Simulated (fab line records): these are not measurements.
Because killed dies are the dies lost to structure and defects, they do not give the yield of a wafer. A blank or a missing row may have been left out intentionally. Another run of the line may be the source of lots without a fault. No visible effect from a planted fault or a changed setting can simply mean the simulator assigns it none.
fab line records | flow sky130
[record] lots = 14 wafers = 42 lastDay = 51
route steps=708 shown VT_ADJUST_NCORE@125
lots that met no fault: taken from a fault-free run of the same line
startH: start of the lot's first displayed wafer, in hours after the record's first day | waitH: hours from the lot's prior step to this one | " repeats the value in the row above | L1.1+2: a row that stands for several wafers | - no value, or no start was given | * or withheld: withheld | < > ~ a bound
route shown NAME@n: NAME is a module with steps in the file, n the number in the route of the first one | usual: mean/standard deviation of fault-free wafers | same: alike in all rows | chamber/n: place in a boat | sites: per-site readings | _std_site: standard deviation of those values | _edge_site: the outer-site mean with the inner-site mean subtracted | radiusMm: how far each site lies from the wafer's centre | mask NAME#n: copy n | behind: the tool/chamber that last shaped the wafer | hold: why the lot was held/for how many hours/how that ended | device: names the non-switching transistor (n, p or np) | end of line: the tests these same wafers got at the end of their route | where a step has no rows: the recipe by itself | killed: count of dies lost to structure and defects at first sort (not the wafer's yield) | map: shows each die of a wafer: x if killed, . if not, _ if none is there
set.NAME: the setting that was run; set.NAME@STEP: the one run at that earlier step | model.NAME: the simulator's own value behind a step, which no gauge read
a sample of lots followed through the steps of the route, with each step as a table and each wafer as a row
[[steps]]
[step SKY_VT_ADJUST_NCORE_DEVELOP_06]
[recipe] resist = NOVOLAK developer = TMAH developTimeS = 60 devTempC = 23
// columns lot.wafer tool chamber startH waitH
L599.3+4+6 lithoTrack-01 0 183.19 0.1
L600.1+4+5 lithoTrack-03 0 185.75 0.1
L604.1+3+4 lithoTrack-02 0 214.80 0.1
L606.2+3+6 lithoTrack-03 0 230.72 0.1
L607.2+3+4 lithoTrack-02 0 237.58 0.1
L610.1+3+6 lithoTrack-02 0 255.90 0.1
L613.2+3+6 lithoTrack-03 0 276.37 0.1
L614.1+2+5 lithoTrack-03 0 286.85 0.1
L615.1+2+4 lithoTrack-03 0 291.65 0.1
L617.2+4+5 lithoTrack-01 0 308.46 0.1
L619.1+3+6 lithoTrack-02 0 321.10 0.1
L620.2+4+5 lithoTrack-01 0 329.66 0.1
L621.2+4+5 lithoTrack-02 0 337.38 0.1
L622.1+3+6 lithoTrack-02 0 363.90 0.1
[step SKY_VT_ADJUST_NCORE_CD_MEAS_07]
[recipe] targetCdNm = 380
[usual] cdNm = 380.4/2.2
// columns lot.wafer tool chamber startH waitH cdNm
L599.3 cdSem-02 - 183.33 0.1 378.2
L599.4 " - " " 379.6
L599.6 " - " " 380.4
L600.1 cdSem-01 - 185.90 0.1 381.4
L600.4 " - " " 381.0
L600.5 " - " " 382.1
L604.1 cdSem-01 - 214.95 0.1 379.9
L604.3 " - " " 379.0
L604.4 " - " " 378.7
L606.2 cdSem-02 - 230.87 0.1 377.1
L606.3 " - " " 377.1
L606.6 " - " " 377.1
L607.2 cdSem-02 - 237.72 0.1 383.1
L607.3 " - " " 381.3
L607.4 " - " " 397.6
L610.1 cdSem-02 - 256.05 0.1 394.9
L610.3 " - " " 380.1
L610.6 " - " " 396.0
L613.2 cdSem-02 - 276.52 0.1 380.6
L613.3 " - " " 381.1
L613.6 " - " " 381.8
L614.1 cdSem-02 - 287.00 0.1 376.2
L614.2 " - " " 378.8
L614.5 " - " " 378.9
L615.1 cdSem-01 - 291.81 0.1 382.2
L615.2 " - " " 383.8
L615.4 " - " " 384.7
L617.2 cdSem-01 - 308.61 0.1 380.7
L617.4 " - " " 382.6
L617.5 " - " " 381.6
L619.1 cdSem-02 - 321.25 0.1 380.8
L619.3 " - " " 379.9
L619.6 " - " " 379.3
L620.2 cdSem-02 - 329.81 0.1 377.3
L620.4 " - " " 379.9
L620.5 " - " " 376.5
L621.2 cdSem-01 - 337.52 0.1 381.2
L621.4 " - " " 379.3
L621.5 " - " " 381.3
L622.1 cdSem-01 - 364.05 0.1 374.7
L622.3 " - " " 377.4
L622.6 " - " " 378.1
[[key]]
[firstSign] step = SKY_VT_ADJUST_NCORE_CD_MEAS_07 reading = cdNm direction = up sigmas = 7 usual = 380.4 struck = 396.2
effect none on later readings
metAt SKY_VT_ADJUST_NCORE_DEVELOP_06
struckLots L607,L610
struckWafers L607.4,L610.1,L610.6
testerLeftOut L607,L610
onsetBetween 214.80 237.58
[fault] kind = processParameterDrift tool = lithoTrack-02 chamber = - onsetH = 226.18 steps = SKY_VT_ADJUST_NCORE_DEVELOP_06 channel = developTimeS offset = * shape = step endH = 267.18 scope = struckWafersOnly actsIn = * stated = *
// testerLeftOut: of these lots the tester's yield and bins aren't shown, on N5 and GAA mostly nor the transistor test; their killed dies are dies lost to structure and defects alone, not to doping, threshold or leakage, so they don't give the yield
